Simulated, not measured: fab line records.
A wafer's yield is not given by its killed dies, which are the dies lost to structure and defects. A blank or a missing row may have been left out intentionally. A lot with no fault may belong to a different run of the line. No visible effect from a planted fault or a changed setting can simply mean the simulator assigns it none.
Which tool did it? ; flow sky130 ; 10 lots with 30 wafers sampled at 6 steps, on a route of 708 steps

== WHAT THE GAUGES SHOWED, per wafer ==
SKY_SD_N_OVL_MEAS_08. Usual: SD_N_OVL gives -0.2 nm (standard deviation 1.3).
lot;measured;on;SD_N_OVL (nm);flag
L508;day 27 11:03;overlay-01;-0.6 -1.2 -1.8;
L511;day 29 04:49;overlay-02;-2.7 -3.7 -0.6;
L513;day 29 19:02;overlay-02;-0.9 0.2 1.3;
L515;day 30 12:16;overlay-02;1.8 1.2 -0.2;
L523;day 33 03:23;overlay-02;-0.1 -0.1 -0.2;
L524;day 33 15:49;overlay-02;-0.6 -1.7 -1.6;
L525;day 33 19:47;overlay-01;-0.3 -1.0 -1.2;
L526;day 33 23:31;overlay-01;-0.7 -0.1 -0.9;
L528;day 35 01:11;overlay-01;2.0 1.8 1.3;
L531;day 35 18:31;overlay-01;1.8 0.7 0.7;

SKY_LI_CONTACT_CD_MEAS_12 targets a cd of 170 nm. Usual: 169.8 nm for cd_nm, sd 1.4.
lot;measured;on;cd_nm (nm);flag
L508;day 28 17:08;cd_sem-01;169.2 168.1 168.5;
L511;day 30 09:31;cd_sem-02;169.2 168.9 169.4;
L513;day 30 21:56;cd_sem-02;170.0 169.4 169.0;
L515;day 31 17:21;cd_sem-01;168.7 170.0 169.6;
L523;day 34 07:41;cd_sem-01;168.9 169.3 170.8;
L524;day 34 18:58;cd_sem-02;171.0 170.7 172.4;
L525;day 35 00:37;cd_sem-02;169.7 169.9 169.6;
L526;day 35 03:48;cd_sem-01;167.7 169.4 169.3;
L528;day 36 04:55;cd_sem-02;169.4 169.5 169.0;
L531;day 36 22:23;cd_sem-01;170.8 170.0 169.2;

SKY_LOCAL_INTERCONNECT_RS_MEAS_01: the measuring method here is four-point-probe. Usual: LOCAL_INTERCONNECT_TIN_RS gives 14.14 ohm/sq (standard deviation 0.14).
lot;measured;on;LOCAL_INTERCONNECT_TIN_RS (ohm/sq);flag
L508;day 28 18:38;film_metro-01;14.20 14.06 14.17;
L511;day 30 10:55;film_metro-03;14.21 14.26 14.23;
L513;day 30 23:19;film_metro-02;14.11 14.24 14.19;
L515;day 31 18:44;film_metro-03;13.88 13.85 13.89;
L523;day 34 09:05;film_metro-03;14.74 14.79 14.82;OFF
L524;day 34 20:21;film_metro-03;14.80 14.84 14.75;OFF
L525;day 35 02:01;film_metro-03;14.20 14.02 14.04;
L526;day 35 05:12;film_metro-02;14.14 14.05 14.12;
L528;day 36 06:17;film_metro-03;14.15 14.01 14.01;
L531;day 36 23:47;film_metro-03;14.13 14.10 14.14;

SKY_LOCAL_INTERCONNECT_THK_MEAS_02: measures by xrf. Usual: LOCAL_INTERCONNECT_TIN_THK gives 99.8 nm (standard deviation 0.98).
lot;measured;on;LOCAL_INTERCONNECT_TIN_THK (nm);flag
L508;day 28 18:46;film_metro-01;99.4 99.4 99.1;
L511;day 30 11:01;film_metro-03;99.1 99.4 99.3;
L513;day 30 23:26;film_metro-02;99.5 99.4 99.2;
L515;day 31 18:51;film_metro-03;101.4 102.0 102.3;
L523;day 34 09:11;film_metro-03;96.0 95.8 95.3;OFF
L524;day 34 20:26;film_metro-03;95.6 95.2 96.1;OFF
L525;day 35 02:08;film_metro-03;99.3 100.6 100.9;
L526;day 35 05:19;film_metro-02;99.0 100.1 99.4;
L528;day 36 06:25;film_metro-03;99.4 100.5 101.0;
L531;day 36 23:53;film_metro-03;100.0 100.0 100.4;

== WHICH TOOL RAN EACH LOT (tool, then ch and the chambers of the sampled wafers, then the start) ==
lot;SKY_SD_N_STRIP_11;SKY_LOCAL_INTERCONNECT_SPUTTER_00
L508;plasma_asher-02 ch 0,1, day 27 11:23;pvd_sputter-02, day 28 18:35
L511;plasma_asher-04 ch 0,1, day 29 05:10;pvd_sputter-02, day 30 10:47
L513;plasma_asher-04 ch 0, day 29 19:22;pvd_sputter-01, day 30 23:16
L515;plasma_asher-04 ch 0,1, day 30 12:35;pvd_sputter-01, day 31 18:39
L523;plasma_asher-04 ch 0,1, day 33 03:43;pvd_sputter-02, day 34 08:59
L524;plasma_asher-01 ch 0,1, day 33 16:10;pvd_sputter-02, day 34 20:14
L525;plasma_asher-02 ch 0,1, day 33 20:07;pvd_sputter-01, day 35 01:58
L526;plasma_asher-02 ch 0,1, day 33 23:50;pvd_sputter-01, day 35 05:07
L528;plasma_asher-01 ch 1, day 35 01:31;pvd_sputter-03, day 36 06:14
L531;plasma_asher-01 ch 0,1, day 35 18:50;pvd_sputter-03, day 36 23:42
- SKY_SD_N_STRIP_11: strips in O2/N2.
- SKY_LOCAL_INTERCONNECT_SPUTTER_00: material TiN, target thk 100 nm, time 83.3 s.

== WHAT THE TOOLS THEMSELVES READ (means of the sampled wafers that have a number; where no wafer has one, the mark that the record gives instead) ==
SKY_SD_N_STRIP_11. Usual: drypump_motor_current_A 5.8 A, standard deviation 0.54; oes_product_au 0.527 a.u., standard deviation 0.0051; strip_time_to_endpoint_s 22.54 s, standard deviation 0.037.
lot;tool;drypump_motor_current_A (A);oes_product_au (a.u.);strip_time_to_endpoint_s (s);flag
L508;plasma_asher-02;5.6;0.528;22.54;
L511;plasma_asher-04;5.3;0.529;22.57;
L513;plasma_asher-04;5.6;0.530;22.58;
L515;plasma_asher-04;5.5;0.529;22.56;
L523;plasma_asher-04;5.3;0.530;22.61;
L524;plasma_asher-01;6.5;0.525;22.55;
L525;plasma_asher-02;5.4;0.526;22.52;
L526;plasma_asher-02;5.5;0.530;22.53;
L528;plasma_asher-01;6.6;0.523;22.53;
L531;plasma_asher-01;6.6;0.532;22.52;

SKY_LOCAL_INTERCONNECT_SPUTTER_00. Usual: 29.6 % for throttle_valve_pct, sd 0.93.
lot;tool;throttle_valve_pct (%);flag
L508;pvd_sputter-02;29.7;
L511;pvd_sputter-02;29.7;
L513;pvd_sputter-01;28.6;
L515;pvd_sputter-01;29.4;
L523;pvd_sputter-02;29.8;
L524;pvd_sputter-02;29.7;
L525;pvd_sputter-01;29.2;
L526;pvd_sputter-01;29.4;
L528;pvd_sputter-03;29.7;
L531;pvd_sputter-03;29.7;

== THE ANSWER, worked out from the rows above alone ==
Rule: a lot counts as off when the mean over its wafers that have a number is more than 3 standard deviations away from the usual mean. A lot without any number at a reading at which 4 lots or more have one is off too. All remaining lots with rows at the step are treated as sound. The gauges are gone through in route order, then the tools' own readings, and for those a lot's mean is taken as printed above. At the first step where some lot is off, the reading lying furthest off is the one used; lots without a number count as furthest.
Off: L523, L524, seen at SKY_LOCAL_INTERCONNECT_RS_MEAS_01 (LOCAL_INTERCONNECT_TIN_RS).
If a tool, at a process step before that reading, ran all the lots that are off and no sound lot after the first of them, it fits. Gauges at SKY_LOCAL_INTERCONNECT_RS_MEAS_01: tried the same way as those tools. One candidate fits, namely pvd_sputter-02 at SKY_LOCAL_INTERCONNECT_SPUTTER_00. Its last sound lot is L511 (day 30 10:47), its first lot that is off L523 (day 34 08:59): a fault that began between those two fits.

== WHAT HAD BEEN PUT IN BY THE SIMULATOR ==
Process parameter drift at SKY_LOCAL_INTERCONNECT_SPUTTER_00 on pvd_sputter-02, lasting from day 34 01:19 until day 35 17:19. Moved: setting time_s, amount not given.
Shown lots that were struck: L523, L524. This agrees with what the rule above found.
